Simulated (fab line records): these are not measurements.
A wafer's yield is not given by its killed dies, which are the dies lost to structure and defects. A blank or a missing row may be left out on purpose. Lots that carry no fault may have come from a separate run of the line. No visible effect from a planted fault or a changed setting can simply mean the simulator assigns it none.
Which tool was responsible? / flow gf180mcu / Sampling: 13 lots, 39 wafers, 5 of 602 route steps

## WHAT EACH GAUGE READ, for each wafer
GF_MVSD_OVL_MEAS_07.
lot=L492; measured=day 4 09:20; on=overlay-02; MVSD_OVL (nm)=-2.1 -1.7 -2.0
lot=L493; measured=day 5 01:51; on=overlay-02; MVSD_OVL (nm)=0.9 -0.1 0.0
lot=L495; measured=day 5 07:07; on=overlay-02; MVSD_OVL (nm)=-0.4 -0.1 0.5
lot=L496; measured=day 5 11:17; on=overlay-01; MVSD_OVL (nm)=-0.9 -1.5 -0.4
lot=L497; measured=day 5 17:40; on=overlay-02; MVSD_OVL (nm)=-0.5 -1.3 1.1
lot=L506; measured=day 8 00:02; on=overlay-02; MVSD_OVL (nm)=1.9 2.1 0.5
lot=L508; measured=day 8 04:52; on=overlay-02; MVSD_OVL (nm)=-0.4 0.2 0.6
lot=L509; measured=day 8 18:55; on=overlay-01; MVSD_OVL (nm)=1.6 1.1 2.2
lot=L510; measured=day 9 02:27; on=overlay-01; MVSD_OVL (nm)=2.2 2.8 1.0
lot=L511; measured=day 9 05:40; on=overlay-02; MVSD_OVL (nm)=0.9 0.5 -1.8
lot=L513; measured=day 9 15:14; on=overlay-01; MVSD_OVL (nm)=1.8 0.1 0.3
lot=L514; measured=day 9 16:11; on=overlay-02; MVSD_OVL (nm)=-0.9 0.8 0.1
lot=L515; measured=day 9 22:37; on=overlay-02; MVSD_OVL (nm)=-1.1 -0.6 -2.8

GF_MVPSD_OVL_MEAS_07.
lot=L492; measured=day 4 23:28; on=overlay-01; MVPSD_OVL (nm)=0.1 0.7 2.6
lot=L493; measured=day 5 15:08; on=overlay-01; MVPSD_OVL (nm)=1.6 0.1 1.7
lot=L495; measured=day 5 20:53; on=overlay-01; MVPSD_OVL (nm)=3.6 0.7 3.0
lot=L496; measured=day 6 01:24; on=overlay-01; MVPSD_OVL (nm)=3.7 1.4 2.6
lot=L497; measured=day 6 08:25; on=overlay-02; MVPSD_OVL (nm)=1.9 3.0 -0.1
lot=L506; measured=day 8 16:36; on=overlay-02; MVPSD_OVL (nm)=-0.4 2.8 0.7
lot=L508; measured=day 8 22:12; on=overlay-02; MVPSD_OVL (nm)=0.1 -0.2 0.6
lot=L509; measured=day 9 12:40; on=overlay-02; MVPSD_OVL (nm)=0.3 3.9 3.0
lot=L510; measured=day 9 20:13; on=overlay-01; MVPSD_OVL (nm)=2.2 0.8 -0.9
lot=L511; measured=day 9 23:38; on=overlay-02; MVPSD_OVL (nm)=1.8 0.6 0.5
lot=L513; measured=day 10 09:43; on=overlay-02; MVPSD_OVL (nm)=3.0 3.9 1.0
lot=L514; measured=day 10 09:48; on=overlay-01; MVPSD_OVL (nm)=1.9 1.7 -0.6
lot=L515; measured=day 10 17:10; on=overlay-02; MVPSD_OVL (nm)=1.7 1.4 0.1

GF_POLY_GATE_CD_MEAS_10: target cd 280 nm.
lot=L492; measured=day 8 23:26; on=cd_sem-01; cd_nm (nm)=281.0 280.9 280.1
lot=L493; measured=day 9 22:32; on=cd_sem-02; cd_nm (nm)=281.0 279.7 280.9
lot=L495; measured=day 10 05:52; on=cd_sem-01; cd_nm (nm)=280.5 281.2 281.7
lot=L496; measured=day 10 11:55; on=cd_sem-02; cd_nm (nm)=266.1 264.8 266.0
lot=L497; measured=day 10 16:13; on=cd_sem-01; cd_nm (nm)=279.2 279.8 280.4
lot=L506; measured=day 13 12:52; on=cd_sem-01; cd_nm (nm)=278.8 279.4 281.0
lot=L508; measured=day 13 21:13; on=cd_sem-01; cd_nm (nm)=280.2 279.8 280.2
lot=L509; measured=day 14 14:04; on=cd_sem-02; cd_nm (nm)=282.1 282.1 281.1
lot=L510; measured=day 14 23:49; on=cd_sem-02; cd_nm (nm)=278.9 278.6 279.2
lot=L511; measured=day 15 04:54; on=cd_sem-02; cd_nm (nm)=280.7 279.8 280.8
lot=L513; measured=day 15 14:17; on=cd_sem-01; cd_nm (nm)=279.5 278.9 278.7
lot=L514; measured=day 15 17:44; on=cd_sem-01; cd_nm (nm)=281.1 281.0 281.0
lot=L515; measured=day 15 23:04; on=cd_sem-02; cd_nm (nm)=279.7 279.7 279.5

## EACH LOT AND THE TOOL THAT RAN IT (in order: tool; ch and the chambers of the sampled wafers; start)
lot=L492; GF_VT_IMPLANT_STRIP_20=plasma_asher-02 ch 0,1, day 6 03:13; GF_POLY_GATE_EXPOSE_07=krf_scanner-02 ch 0, day 8 16:12
lot=L493; GF_VT_IMPLANT_STRIP_20=plasma_asher-02 ch 0, day 6 20:49; GF_POLY_GATE_EXPOSE_07=krf_scanner-01 ch 0, day 9 13:36
lot=L495; GF_VT_IMPLANT_STRIP_20=plasma_asher-01 ch 0, day 7 04:22; GF_POLY_GATE_EXPOSE_07=krf_scanner-02 ch 0, day 9 21:12
lot=L496; GF_VT_IMPLANT_STRIP_20=plasma_asher-02 ch 0,1, day 7 08:23; GF_POLY_GATE_EXPOSE_07=krf_scanner-01 ch 0, day 10 03:28
lot=L497; GF_VT_IMPLANT_STRIP_20=plasma_asher-01 ch 0,1, day 7 15:11; GF_POLY_GATE_EXPOSE_07=krf_scanner-01 ch 0, day 10 07:43
lot=L506; GF_VT_IMPLANT_STRIP_20=plasma_asher-02 ch 0,1, day 10 03:07; GF_POLY_GATE_EXPOSE_07=krf_scanner-01 ch 0, day 13 02:34
lot=L508; GF_VT_IMPLANT_STRIP_20=plasma_asher-01 ch 0,1, day 10 09:50; GF_POLY_GATE_EXPOSE_07=krf_scanner-01 ch 0, day 13 11:23
lot=L509; GF_VT_IMPLANT_STRIP_20=plasma_asher-02 ch 0,1, day 11 01:04; GF_POLY_GATE_EXPOSE_07=krf_scanner-02 ch 0, day 14 03:13
lot=L510; GF_VT_IMPLANT_STRIP_20=plasma_asher-03 ch 0,1, day 11 08:23; GF_POLY_GATE_EXPOSE_07=krf_scanner-02 ch 0, day 14 13:37
lot=L511; GF_VT_IMPLANT_STRIP_20=plasma_asher-02 ch 0,1, day 11 12:55; GF_POLY_GATE_EXPOSE_07=krf_scanner-01 ch 0, day 14 18:34
lot=L513; GF_VT_IMPLANT_STRIP_20=plasma_asher-03 ch 0,1, day 11 23:05; GF_POLY_GATE_EXPOSE_07=krf_scanner-02 ch 0, day 15 03:41
lot=L514; GF_VT_IMPLANT_STRIP_20=plasma_asher-02 ch 0,1, day 11 23:23; GF_POLY_GATE_EXPOSE_07=krf_scanner-02 ch 0, day 15 07:10
lot=L515; GF_VT_IMPLANT_STRIP_20=plasma_asher-02 ch 0,1, day 12 06:17; GF_POLY_GATE_EXPOSE_07=krf_scanner-02 ch 0, day 15 12:46
- GF_VT_IMPLANT_STRIP_20: strips in O2/N2.
- GF_POLY_GATE_EXPOSE_07: exposes mask Poly2, target cd 280 nm.

## AS READ BY THE TOOLS THEMSELVES (means over the sampled wafers that have a number; for cases with no such wafer, the mark the record gives instead)
GF_VT_IMPLANT_STRIP_20.
lot=L492; tool=plasma_asher-02; drypump_motor_current_A (A)=5.7; heater_power_w (W)=328; oes_product_au (a.u.)=0.716; strip_time_to_endpoint_s (s)=12.58
lot=L493; tool=plasma_asher-02; drypump_motor_current_A (A)=5.3; heater_power_w (W)=325; oes_product_au (a.u.)=0.718; strip_time_to_endpoint_s (s)=12.56
lot=L495; tool=plasma_asher-01; drypump_motor_current_A (A)=6.0; heater_power_w (W)=289; oes_product_au (a.u.)=0.718; strip_time_to_endpoint_s (s)=12.65
lot=L496; tool=plasma_asher-02; drypump_motor_current_A (A)=5.7; heater_power_w (W)=328; oes_product_au (a.u.)=0.717; strip_time_to_endpoint_s (s)=12.63
lot=L497; tool=plasma_asher-01; drypump_motor_current_A (A)=5.7; heater_power_w (W)=346; oes_product_au (a.u.)=0.718; strip_time_to_endpoint_s (s)=12.65
lot=L506; tool=plasma_asher-02; drypump_motor_current_A (A)=6.1; heater_power_w (W)=307; oes_product_au (a.u.)=0.714; strip_time_to_endpoint_s (s)=12.63
lot=L508; tool=plasma_asher-01; drypump_motor_current_A (A)=5.7; heater_power_w (W)=354; oes_product_au (a.u.)=0.715; strip_time_to_endpoint_s (s)=12.67
lot=L509; tool=plasma_asher-02; drypump_motor_current_A (A)=6.2; heater_power_w (W)=317; oes_product_au (a.u.)=0.715; strip_time_to_endpoint_s (s)=12.61
lot=L510; tool=plasma_asher-03; drypump_motor_current_A (A)=6.5; heater_power_w (W)=358; oes_product_au (a.u.)=0.719; strip_time_to_endpoint_s (s)=12.62
lot=L511; tool=plasma_asher-02; drypump_motor_current_A (A)=5.7; heater_power_w (W)=327; oes_product_au (a.u.)=0.718; strip_time_to_endpoint_s (s)=12.65
lot=L513; tool=plasma_asher-03; drypump_motor_current_A (A)=6.5; heater_power_w (W)=360; oes_product_au (a.u.)=0.718; strip_time_to_endpoint_s (s)=12.59
lot=L514; tool=plasma_asher-02; drypump_motor_current_A (A)=6.1; heater_power_w (W)=316; oes_product_au (a.u.)=0.720; strip_time_to_endpoint_s (s)=12.61
lot=L515; tool=plasma_asher-02; drypump_motor_current_A (A)=5.7; heater_power_w (W)=324; oes_product_au (a.u.)=0.718; strip_time_to_endpoint_s (s)=12.62

## THE ANSWER, worked out from the rows above alone
Rule: usual is defined by the lots themselves. Put in order of their means at a reading, lots are off if they are a third of the lots or fewer, leave a main group of 4 or more, and stand apart from it by a gap of 3 or more times the standard deviation of the main group's means; of several such gaps the widest counts. Not used: any main group whose means are identical at the precision the tables above print for the reading. A lot without any number at a reading at which 4 lots or more have one is off too. Where the step has rows for the other lots, those lots are counted as sound. Order of review: gauges by route order, followed by the tools' own readings, for which a lot's mean as printed above is used. The first step at which some lot is off is used, and at that step the reading that is off furthest; a lot without a number counts as furthest.
Off at GF_POLY_GATE_CD_MEAS_10 (cd_nm): L496. The main group: mean 280.2 nm, standard deviation 0.82.
If a tool, at a process step before that reading, ran all the lots that are off and no sound lot after the first of them, it fits. Those tools and the gauges at GF_POLY_GATE_CD_MEAS_10 are tried in the same way. No candidate that was tried fits.

## WHAT HAD BEEN PUT IN BY THE SIMULATOR
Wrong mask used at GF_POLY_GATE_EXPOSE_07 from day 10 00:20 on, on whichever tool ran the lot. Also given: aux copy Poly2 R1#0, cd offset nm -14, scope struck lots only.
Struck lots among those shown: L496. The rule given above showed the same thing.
